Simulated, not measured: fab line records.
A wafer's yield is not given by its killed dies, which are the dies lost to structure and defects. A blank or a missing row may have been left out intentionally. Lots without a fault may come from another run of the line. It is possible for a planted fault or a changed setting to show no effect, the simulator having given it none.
fab line records	flow sky130	part 1 of 2: steps 1 to 28 of 38
record: lots: 5	wafers: 15	last_day: 51
route steps=708 shown CAP2M@618 METAL4@621 VIA4@639
lots with no fault: from the same line, run without faults
start_h: the number of hours between the record's first day and the start of the first shown wafer of the lot	wait_h: hours elapsed since this lot's preceding step	" repeats the value in the row above	L1.1+2: a row that stands for several wafers	- either no value or no given start	* or withheld: withheld	< > ~ a bound
route shown NAME@n: NAME is a module with steps in the file, n the number in the route of the first one	usual: mean/standard deviation taken from wafers without a fault	same: alike in all rows	chamber/n: place in a boat	sites: readings site by site	_std_site: standard deviation of those values	_edge_site: inner sites' mean taken away from outer sites' mean	radius_mm: for every site, how far away it sits from the centre of the wafer	mask NAME#n: copy n	behind: tool/chamber where the wafer was last shaped	hold: reason for holding the lot/hours on hold/outcome of the hold	device: the transistor (n, p or np) that didn't switch	end of line: the route-end tests of the same wafers	a step with no rows: only its recipe	killed: not the wafer's yield, but the dies lost to structure and defects at the first sort	map: a wafer's dies, x killed, . not, _ none there
set.NAME: the setting the step ran with; set.NAME@STEP: the setting that earlier step ran with	model.NAME: the simulator's own value behind a step, which no gauge read
lots at selected steps of the route; one table per step, one row per wafer
services: when a tool's chamber went out of use (start_h, in hours from the record's first day, below 0 if earlier), for how many hours, and the reason
== steps ==
step: SKY_CAP2M_STRIP_15
recipe: chemistry: post_etch_residue_remover	time_s: 1200	temp_c: 72.5
usual: temp_c: 72.47/0.14
lot.wafer	tool	chamber	start_h	wait_h	temp_c
L077.2	wet_bench-01	0	998.26	0.1	72.29
L077.3	"	0	"	"	72.40
L077.4	"	0	"	"	72.36
L088.2	wet_bench-02	1	1072.82	0.1	72.76
L088.3	"	1	"	"	72.56
L088.5	"	1	"	"	72.72
L092.2	wet_bench-02	2	1107.88	0.1	72.53
L092.3	"	2	"	"	72.39
L092.4	"	2	"	"	72.58
L093.2	wet_bench-01	2	1115.84	0.1	72.71
L093.5	"	2	"	"	72.42
L093.6	"	2	"	"	72.56
L097.2	wet_bench-01	2	1124.39	0.1	72.40
L097.3	"	2	"	"	72.61
L097.5	"	2	"	"	72.49
step: SKY_CAP2M_CLEAN_16
recipe: chemistry: IPA	time_s: 180	temp_c: 25
usual: temp_c: 25.00/0.088
lot.wafer	tool	chamber	start_h	wait_h	temp_c
L077.2	wet_bench-04	1	998.60	0.0	25.12
L077.3	"	1	"	"	25.11
L077.4	"	1	"	"	25.11
L088.2	wet_bench-02	0	1073.16	0.0	24.91
L088.3	"	0	"	"	25.04
L088.5	"	0	"	"	24.95
L092.2	wet_bench-01	1	1108.56	0.0	25.01
L092.3	"	1	"	"	24.87
L092.4	"	1	"	"	24.80
L093.2	wet_bench-04	2	1116.19	0.0	24.95
L093.5	"	2	"	"	24.95
L093.6	"	2	"	"	24.83
L097.2	wet_bench-02	3	1124.74	0.0	24.89
L097.3	"	3	"	"	24.98
L097.5	"	3	"	"	25.06
step: SKY_CAP2M_CLEAN_17
recipe: chemistry: O3/DIW	dry: n2_spin
lot.wafer	tool	chamber	start_h	wait_h
L077.2+3+4	wet_bench-01	2	998.67	0.0
L088.2+3+5	wet_bench-02	1	1073.22	0.0
L092.2+3+4	wet_bench-04	2	1108.62	0.0
L093.2+5+6	wet_bench-04	3	1116.24	0.0
L097.2+3+5	wet_bench-01	0	1124.85	0.0
step: SKY_METAL4_DEHYDRATE_05
recipe: temp_c: 200	time_s: 60
lot.wafer	tool	chamber	start_h	wait_h
L077.2+3+4	litho_track-02	0	1009.87	11.1
L088.2+3+5	litho_track-01	0	1082.87	9.6
L092.2+3+4	litho_track-01	0	1118.87	10.2
L093.2+5+6	litho_track-02	0	1124.87	8.5
L097.2+3+5	litho_track-04	0	1135.24	10.3
step: SKY_METAL4_HMDS_06
recipe: prime_time_s: 60	prime_temp_c: 120
lot.wafer	tool	chamber	start_h	wait_h
L077.2+3+4	litho_track-02	0	1010.02	0.1
L088.2+3+5	litho_track-01	0	1083.02	0.1
L092.2+3+4	litho_track-01	0	1119.02	0.1
L093.2+5+6	litho_track-02	0	1125.02	0.1
L097.2+3+5	litho_track-04	0	1135.39	0.1
step: SKY_METAL4_COAT_07
recipe: resist: BARC	temp_c: withheld	time_s: withheld	spin_rpm: 3000	resist_thk_nm: 60
lot.wafer	tool	chamber	start_h	wait_h
L077.2+3+4	litho_track-02	0	1010.17	0.1
L088.2+3+5	litho_track-01	0	1083.17	0.1
L092.2+3+4	litho_track-01	0	1119.17	0.1
L093.2+5+6	litho_track-02	0	1125.17	0.1
L097.2+3+5	litho_track-04	0	1135.54	0.1
step: SKY_METAL4_COAT_08
recipe: resist: KrF-thick	spin_rpm: 3000	resist_thk_nm: 1140
lot.wafer	tool	chamber	start_h	wait_h
L077.2+3+4	litho_track-02	0	-	-
L088.2+3+5	litho_track-01	0	-	-
L092.2+3+4	litho_track-01	0	-	-
L093.2+5+6	litho_track-02	0	-	-
L097.2+3+5	litho_track-04	0	-	-
step: SKY_METAL4_SOFTBAKE_09
recipe: temp_c: 100	time_s: 90	resist: KrF-thick
lot.wafer	tool	chamber	start_h	wait_h
L077.2+3+4	litho_track-02	0	-	-
L088.2+3+5	litho_track-01	0	-	-
L092.2+3+4	litho_track-01	0	-	-
L093.2+5+6	litho_track-02	0	-	-
L097.2+3+5	litho_track-04	0	-	-
step: SKY_METAL4_EXPOSE_10
recipe: mask_id: MM4	na: 0.68	source_shape: annular	sigma_inner: 0.4	sigma_outer: 0.8	target_cd_nm: 300	dose_mj: 28
usual: focus_offset_nm: 0.1/0.51
lot.wafer	tool	chamber	start_h	wait_h	mask	focus_offset_nm
L077.2	krf_scanner-02	0	-	-	MM4#0	0.9
L077.3	"	0	"	"	MM4#0	1.1
L077.4	"	0	"	"	MM4#0	-0.1
L088.2	krf_scanner-01	0	-	-	MM4#0	0.0
L088.3	"	0	"	"	MM4#0	-0.1
L088.5	"	0	"	"	MM4#0	-0.6
L092.2	krf_scanner-01	0	-	-	MM4#0	-0.3
L092.3	"	0	"	"	MM4#0	-0.4
L092.4	"	0	"	"	MM4#0	0.6
L093.2	krf_scanner-01	0	-	-	MM4#0	0.1
L093.5	"	0	"	"	MM4#0	0.2
L093.6	"	0	"	"	MM4#0	0.4
L097.2	krf_scanner-01	0	-	-	MM4#0	-0.1
L097.3	"	0	"	"	MM4#0	0.2
L097.5	"	0	"	"	MM4#0	0.2
step: SKY_METAL4_PEB_11
recipe: peb_temp_c: withheld	peb_time_s: withheld	resist: KrF-thick
lot.wafer	tool	chamber	start_h	wait_h
L077.2+3+4	litho_track-01	0	-	-
L088.2+3+5	litho_track-01	0	-	-
L092.2+3+4	litho_track-01	0	-	-
L093.2+5+6	litho_track-02	0	-	-
L097.2+3+5	litho_track-01	0	-	-
step: SKY_METAL4_DEVELOP_12
recipe: develop_time_s: 60	resist: KrF-thick	dev_temp_c: 21
lot.wafer	tool	chamber	start_h	wait_h
L077.2+3+4	litho_track-01	0	-	-
L088.2+3+5	litho_track-01	0	-	-
L092.2+3+4	litho_track-01	0	-	-
L093.2+5+6	litho_track-02	0	-	-
L097.2+3+5	litho_track-01	0	-	-
step: SKY_METAL4_CD_MEAS_13
recipe: target_cd_nm: 300
usual: cd_nm: 299.9/1.6
lot.wafer	tool	chamber	start_h	wait_h	cd_nm
L077.2	cd_sem-02	-	1022.61	-	299.0
L077.3	"	-	"	"	299.0
L077.4	"	-	"	"	298.6
L088.2	cd_sem-02	-	1095.46	-	301.3
L088.3	"	-	"	"	300.8
L088.5	"	-	"	"	300.6
L092.2	cd_sem-01	-	1129.36	-	300.5
L092.3	"	-	"	"	301.8
L092.4	"	-	"	"	302.0
L093.2	cd_sem-01	-	1136.67	-	300.0
L093.5	"	-	"	"	302.0
L093.6	"	-	"	"	300.3
L097.2	cd_sem-01	-	1145.06	-	299.2
L097.3	"	-	"	"	299.4
L097.5	"	-	"	"	299.7
step: SKY_METAL4_OVL_MEAS_14
usual: METAL4_OVL: 1/4.9
lot.wafer	tool	chamber	start_h	wait_h	METAL4_OVL[nm]
L077.2	overlay-01	-	1022.72	0.1	3
L077.3	"	-	"	"	-2
L077.4	"	-	"	"	-2
L088.2	overlay-02	-	1095.57	0.1	2
L088.3	"	-	"	"	-3
L088.5	"	-	"	"	0
L092.2	overlay-02	-	1129.47	0.1	-1
L092.3	"	-	"	"	0
L092.4	"	-	"	"	-1
L093.2	overlay-02	-	1136.77	0.1	3
L093.5	"	-	"	"	-6
L093.6	"	-	"	"	3
L097.2	overlay-01	-	1145.17	0.1	2
L097.3	"	-	"	"	6
L097.5	"	-	"	"	-1
step: SKY_METAL4_DESCUM_15
recipe: chemistry: O2	source_power_w: 150	bias_power_w: 0	pressure_mtorr: 10	temp_c: 40	time_s: 8
usual: chamber_pressure_mTorr: 10.000/0.0088	drypump_motor_current_A: 5.5/0.44	oes_product_au: 0.995/0.013	temp_c: 39.99/0.099
lot.wafer	tool	chamber	start_h	wait_h	chamber_pressure_mTorr	drypump_motor_current_A	oes_product_au	rf_hours_counter_h	temp_c
L077.2	rie_metal-03	0	1022.75	0.0	10.000	5.1	0.987	15	39.86
L077.3	"	0	"	"	9.998	5.1	0.984	-	40.07
L077.4	"	1	"	"	9.999	5.1	1.009	-	40.06
L088.2	rie_metal-03	1	1095.60	0.0	9.997	5.1	1.008	10	40.11
L088.3	"	0	"	"	9.984	5.1	0.981	-	39.99
L088.5	"	0	"	"	9.988	5.1	0.998	-	40.09
L092.2	rie_metal-03	0	1129.50	0.0	9.995	5.2	0.989	22	40.05
L092.3	"	0	"	"	10.003	5.2	0.996	-	39.98
L092.4	"	1	"	"	10.009	5.1	1.011	-	40.16
L093.2	rie_metal-03	1	1136.80	0.0	9.994	5.1	1.010	14	39.74
L093.5	"	0	"	"	9.994	5.2	0.984	-	39.96
L093.6	"	1	"	"	10.000	5.1	0.998	-	39.98
L097.2	rie_metal-01	1	1145.20	0.0	10.000	5.9	0.997	26	39.89
L097.3	"	1	"	"	10.012	5.9	0.994	-	39.89
L097.5	"	0	"	"	9.983	5.3	0.979	-	40.02
step: SKY_METAL4_ETCH_16
recipe: chemistry: N2/H2	target: BARC	ion_energy_ev: 200	bias_w: 100	pressure_mtorr: 30	n2_flow_sccm: 100	h2_flow_sccm: 200	icp_w: 500	stop_on: SiO2	time_s: 88.2	target_depth_a: 600
usual: chamber_pressure_mTorr: 30.000/0.029	drypump_motor_current_A: 5.6/0.44	h2_flow_sccm: 199.9/0.6	oes_product_au: 0.625/0.0044	throttle_valve_pct: 13.205/0.01
lot.wafer	tool	chamber	start_h	wait_h	chamber_pressure_mTorr	drypump_motor_current_A	h2_flow_sccm	oes_product_au	rf_hours_counter_h	throttle_valve_pct
L077.2	rie_metal-03	0	1022.78	0.0	30.041	5.2	200.0	0.623	15	13.206
L077.3	"	0	"	"	30.038	5.2	200.7	0.626	-	13.221
L077.4	"	1	"	"	30.032	5.1	199.6	0.624	-	13.203
L088.2	rie_metal-03	1	1095.63	0.0	30.037	5.1	199.5	0.624	10	13.201
L088.3	"	0	"	"	30.024	5.1	199.9	0.621	-	13.222
L088.5	"	0	"	"	30.005	5.1	200.7	0.622	-	13.205
L092.2	rie_metal-03	0	1129.53	0.0	30.079	5.2	200.5	0.624	22	13.211
L092.3	"	0	"	"	30.006	5.2	200.3	0.627	-	13.219
L092.4	"	1	"	"	30.015	5.1	199.6	0.628	-	13.215
L093.2	rie_metal-03	1	1136.84	0.0	30.009	5.1	200.3	0.619	14	13.214
L093.5	"	0	"	"	30.010	5.2	200.4	0.619	-	13.195
L093.6	"	1	"	"	30.024	5.1	199.5	0.614	-	13.229
L097.2	rie_metal-01	1	1145.23	0.0	29.981	5.9	200.0	0.624	26	13.207
L097.3	"	1	"	"	30.017	5.9	199.9	0.620	-	13.214
L097.5	"	0	"	"	30.010	5.3	199.4	0.623	-	13.217
step: SKY_METAL4_ETCH_17
recipe: target: SiO2	stop_on: TiN	chemistry: C4F8/O2/Ar	source_w: 1500	bias_w: 1200	pressure_mtorr: 40	c4f8_flow_sccm: withheld	O2_flow_sccm: 6	Ar_flow_sccm: 300	time_s: 3.9	target_depth_a: 150
usual: chamber_pressure_mTorr: 40.00/0.032	oes_product_au: 0.754/0.0071
lot.wafer	tool	chamber	start_h	wait_h	chamber_pressure_mTorr	oes_product_au	rf_hours_counter_h
L077.2	rie_diel-03	1	1022.88	0.1	40.04	0.739	18
L077.3	"	2	"	"	39.99	0.747	1
L077.4	"	1	"	"	40.00	0.751	-
L088.2	rie_diel-03	0	1095.73	0.1	40.01	0.746	2
L088.3	"	1	"	"	40.00	0.749	20
L088.5	"	1	"	"	40.07	0.756	-
L092.2	rie_diel-03	3	1129.63	0.1	40.02	0.747	17
L092.3	"	2	"	"	40.05	0.749	5
L092.4	"	1	"	"	40.00	0.765	21
L093.2	rie_diel-01	2	1136.93	0.1	40.03	0.760	10
L093.5	"	2	"	"	40.02	0.765	-
L093.6	"	3	"	"	39.97	0.762	-
L097.2	rie_diel-04	3	1145.33	0.1	40.05	0.749	18
L097.3	"	1	"	"	39.98	0.749	16
L097.5	"	1	"	"	39.96	0.757	-
step: SKY_METAL4_METAL_ETCH_18
recipe: target_depth_a: 8450	stop_on: SiO2	over_etch_frac: 0.3	time_s: 183.1	chemistry: Cl2/BCl3	resist_sidewall_deg: 88	pressure_mtorr: 10	icp_w: 900	bias_w: 48.5	Cl2_flow_sccm: 60	bcl3_flow_sccm: 30
usual: chamber_pressure_mTorr: 10.001/0.0088	drypump_motor_current_A: 5.6/0.4	mfc_cl2_sccm: 60.01/0.18	oes_product_au: 0.867/0.0072	throttle_valve_pct: 22.265/0.0091
lot.wafer	tool	chamber	start_h	wait_h	chamber_pressure_mTorr	drypump_motor_current_A	mfc_cl2_sccm	oes_product_au	rf_hours_counter_h	throttle_valve_pct
L077.2	rie_metal-02	1	1022.90	0.0	9.997	5.8	60.16	0.873	18	22.273
L077.3	"	0	"	"	9.986	6.2	59.89	0.865	-	22.255
L077.4	"	1	"	"	10.001	5.8	60.05	0.869	-	22.268
L088.2	rie_metal-02	1	1095.75	0.0	10.009	5.8	59.87	0.875	23	22.247
L088.3	"	0	"	"	9.988	6.2	60.01	0.876	-	22.258
L088.5	"	0	"	"	10.000	6.2	60.10	0.874	-	22.278
L092.2	rie_metal-01	1	1129.65	0.0	10.001	5.9	59.97	0.869	25	22.260
L092.3	"	1	"	"	9.997	5.9	59.72	0.869	-	22.246
L092.4	"	0	"	"	10.015	5.4	59.97	0.866	-	22.257
L093.2	rie_metal-02	1	1136.95	0.0	10.005	5.8	59.97	0.874	26	22.248
L093.5	"	1	"	"	9.998	5.8	60.15	0.866	-	22.267
L093.6	"	0	"	"	9.999	6.3	59.84	0.869	-	22.267
L097.2	rie_metal-02	0	1145.35	0.0	10.006	6.2	59.70	0.876	25	22.263
L097.3	"	1	"	"	9.995	5.8	59.95	0.867	-	22.243
L097.5	"	1	"	"	10.005	5.8	59.84	0.866	-	22.273
step: SKY_METAL4_STRIP_19
recipe: chemistry: O2/N2	power_w: 1400	pressure_mtorr: 1500	platen_temp_c: withheld	o2_flow_sccm: 3000	n2_flow_sccm: 300	overash_fraction: 0.5
usual: chamber_pressure_mTorr: 1500.1/1.4	drypump_motor_current_A: 6.1/0.46	oes_product_au: 0.505/0.0061	strip_time_to_endpoint_s: 6.61/0.11
lot.wafer	tool	chamber	start_h	wait_h	chamber_pressure_mTorr	drypump_motor_current_A	oes_product_au	rf_hours_counter_h	strip_time_to_endpoint_s
L077.2	plasma_asher-03	1	1023.07	0.1	1497.8	6.5	0.506	114	6.54
L077.3	"	0	"	"	1500.3	5.3	0.508	-	6.81
L077.4	"	1	"	"	1500.1	6.4	0.506	-	6.53
L088.2	plasma_asher-04	0	1095.92	0.1	1500.7	5.6	0.505	35	6.51
L088.3	"	1	"	"	1499.5	5.6	0.512	-	6.78
L088.5	"	0	"	"	1499.5	5.5	0.511	-	6.80
L092.2	plasma_asher-01	1	1129.82	0.1	1498.7	6.5	0.492	105	6.58
L092.3	"	1	"	"	1499.6	6.4	0.500	-	6.62
L092.4	"	0	"	"	1498.1	6.4	0.506	-	6.80
L093.2	plasma_asher-04	1	1137.13	0.1	1498.8	5.6	0.499	39	6.40
L093.5	"	1	"	"	1502.3	5.6	0.492	-	6.45
L093.6	"	0	"	"	1499.0	5.6	0.515	-	6.70
L097.2	plasma_asher-04	1	1145.52	0.1	1498.5	5.7	0.510	40	6.78
L097.3	"	0	"	"	1501.3	5.5	0.507	-	6.57
L097.5	"	0	"	"	1500.0	5.5	0.503	-	6.57
step: SKY_METAL4_STRIP_20
recipe: chemistry: post_etch_residue_remover	time_s: 1200	temp_c: 72.5
usual: temp_c: 72.50/0.14
lot.wafer	tool	chamber	start_h	wait_h	temp_c
L077.2	wet_bench-02	2	1023.17	0.1	72.59
L077.3	"	2	"	"	72.54
L077.4	"	2	"	"	72.50
L088.2	wet_bench-02	0	1096.02	0.1	72.20
L088.3	"	0	"	"	72.18
L088.5	"	0	"	"	72.32
L092.2	wet_bench-04	3	1129.92	0.1	72.58
L092.3	"	3	"	"	72.47
L092.4	"	3	"	"	72.51
L093.2	wet_bench-03	0	1137.23	0.1	72.23
L093.5	"	0	"	"	72.31
L093.6	"	0	"	"	72.36
L097.2	wet_bench-04	0	1145.62	0.1	72.53
L097.3	"	0	"	"	72.71
L097.5	"	0	"	"	72.66
step: SKY_METAL4_CLEAN_21
recipe: chemistry: IPA	time_s: 180	temp_c: 25
usual: temp_c: 25.01/0.097
lot.wafer	tool	chamber	start_h	wait_h	temp_c
L077.2	wet_bench-02	1	1023.51	0.0	24.95
L077.3	"	1	"	"	25.08
L077.4	"	1	"	"	25.09
L088.2	wet_bench-03	1	1096.37	0.0	25.03
L088.3	"	1	"	"	25.04
L088.5	"	1	"	"	25.09
L092.2	wet_bench-03	1	1130.27	0.0	24.97
L092.3	"	1	"	"	24.91
L092.4	"	1	"	"	25.01
L093.2	wet_bench-04	2	1137.57	0.0	25.06
L093.5	"	2	"	"	24.96
L093.6	"	2	"	"	25.02
L097.2	wet_bench-02	0	1146.44	0.1	24.97
L097.3	"	0	"	"	25.07
L097.5	"	0	"	"	25.11
step: SKY_METAL4_CLEAN_22
recipe: chemistry: O3/DIW	dry: n2_spin
lot.wafer	tool	chamber	start_h	wait_h
L077.2+3+4	wet_bench-02	0	1023.57	0.0
L088.2+3+5	wet_bench-02	0	1096.42	0.0
L092.2+3+4	wet_bench-02	0	1130.32	0.0
L093.2+5+6	wet_bench-03	2	1137.64	0.0
L097.2+3+5	wet_bench-03	1	1146.61	0.0
step: SKY_VIA4_HDPCVD_00
recipe: material: SiO2	target_thk_nm: 1750	sigma_open_frac: 0.3	time_s: 291.7	temp_c: 400	sih4_flow_sccm: 60	pressure_mtorr: 6
lot.wafer	tool	chamber	start_h	wait_h
L077.2+3+4	hdpcvd-02	2,0,0	1023.66	0.0
L088.2+3+5	hdpcvd-02	1,2,0	1096.52	0.0
L092.2+3+4	hdpcvd-02	1,2,2	1130.52	0.0
L093.2+5+6	hdpcvd-02	0,2,0	1137.73	0.0
L097.2+3+5	hdpcvd-01	0,2,0	1146.70	0.0
step: SKY_VIA4_THK_MEAS_01
recipe: reads: SiO2_of_VIA4_HDPCVD_00
usual: VIA4_HDPCVD_THK: 1748/17
lot.wafer	tool	chamber	start_h	wait_h	VIA4_HDPCVD_THK[nm]
L077.2	film_metro-03	-	1023.85	0.1	1735
L077.3	"	-	"	"	1721
L077.4	"	-	"	"	1716
L088.2	film_metro-02	-	1096.70	0.1	1754
L088.3	"	-	"	"	1785
L088.5	"	-	"	"	1757
L092.2	film_metro-01	-	1130.71	0.1	1740
L092.3	"	-	"	"	1765
L092.4	"	-	"	"	1754
L093.2	film_metro-01	-	1137.92	0.1	1731
L093.5	"	-	"	"	1765
L093.6	"	-	"	"	1718
L097.2	film_metro-03	-	1146.89	0.1	1747
L097.3	"	-	"	"	1759
L097.5	"	-	"	"	1757
step: SKY_VIA4_CMP_02
recipe: material: SiO2	down_force_psi: 4	platen_rpm: 60	pad_velocity_m_s: 0.94248
usual: motor_current_A: 13.2/1.5
lot.wafer	tool	chamber	start_h	wait_h	motor_current_A
L077.2	cmp-01	0	1023.90	0.0	13.8
L077.3	"	1	"	"	12.2
L077.4	"	2	"	"	13.3
L088.3	cmp-01	2	1096.80	0.1	13.4
L088.2	"	3	"	"	15.8
L088.5	"	2	"	"	12.6
L092.4	cmp-01	3	1130.81	0.1	15.6
L092.2	"	0	"	"	13.6
L092.3	"	1	"	"	12.4
L093.2	cmp-01	0	1137.97	0.0	12.8
L093.6	"	0	"	"	13.4
L093.5	"	1	"	"	12.4
L097.3	cmp-02	1	1146.94	0.0	12.3
L097.2	"	3	"	"	11.5
L097.5	"	2	"	"	13.1
step: SKY_VIA4_BOW_MEAS_03
recipe: mode: bow
usual: VIA4_BOW: 83/7.5
lot.wafer	tool	chamber	start_h	wait_h	VIA4_BOW[um]
L077.2	film_metro-01	-	1024.22	0.3	70
L077.3	"	-	"	"	96
L077.4	"	-	"	"	84
L088.2	film_metro-01	-	1097.07	0.2	78
L088.3	"	-	"	"	83
L088.5	"	-	"	"	84
L092.2	film_metro-02	-	1131.08	0.2	80
L092.3	"	-	"	"	79
L092.4	"	-	"	"	81
L093.2	film_metro-01	-	1138.32	0.3	91
L093.5	"	-	"	"	89
L093.6	"	-	"	"	89
L097.2	film_metro-02	-	1147.26	0.2	74
L097.3	"	-	"	"	85
L097.5	"	-	"	"	71
step: SKY_VIA4_DEHYDRATE_04
recipe: temp_c: 200	time_s: 60
lot.wafer	tool	chamber	start_h	wait_h
L077.2+3+4	litho_track-02	0	1034.72	10.5
L088.2+3+5	litho_track-03	0	1106.65	9.6
L092.2+3+4	litho_track-01	0	1140.87	9.8
L093.2+5+6	litho_track-03	0	1146.05	7.7
L097.2+3+5	litho_track-02	0	1156.12	8.8
step: SKY_VIA4_HMDS_05
recipe: prime_time_s: 60	prime_temp_c: 120
lot.wafer	tool	chamber	start_h	wait_h
L077.2+3+4	litho_track-02	0	1034.87	0.1
L088.2+3+5	litho_track-03	0	1106.80	0.1
L092.2+3+4	litho_track-01	0	1141.02	0.1
L093.2+5+6	litho_track-03	0	1146.20	0.1
L097.2+3+5	litho_track-02	0	1156.27	0.1
step: SKY_VIA4_COAT_06
recipe: resist: NOVOLAK	spin_rpm: 3000	resist_thk_nm: 1140
lot.wafer	tool	chamber	start_h	wait_h
L077.2+3+4	litho_track-02	0	1035.02	0.1
L088.2+3+5	litho_track-03	0	1106.95	0.1
L092.2+3+4	litho_track-01	0	1141.17	0.1
L093.2+5+6	litho_track-03	0	1146.35	0.1
L097.2+3+5	litho_track-02	0	1156.42	0.1
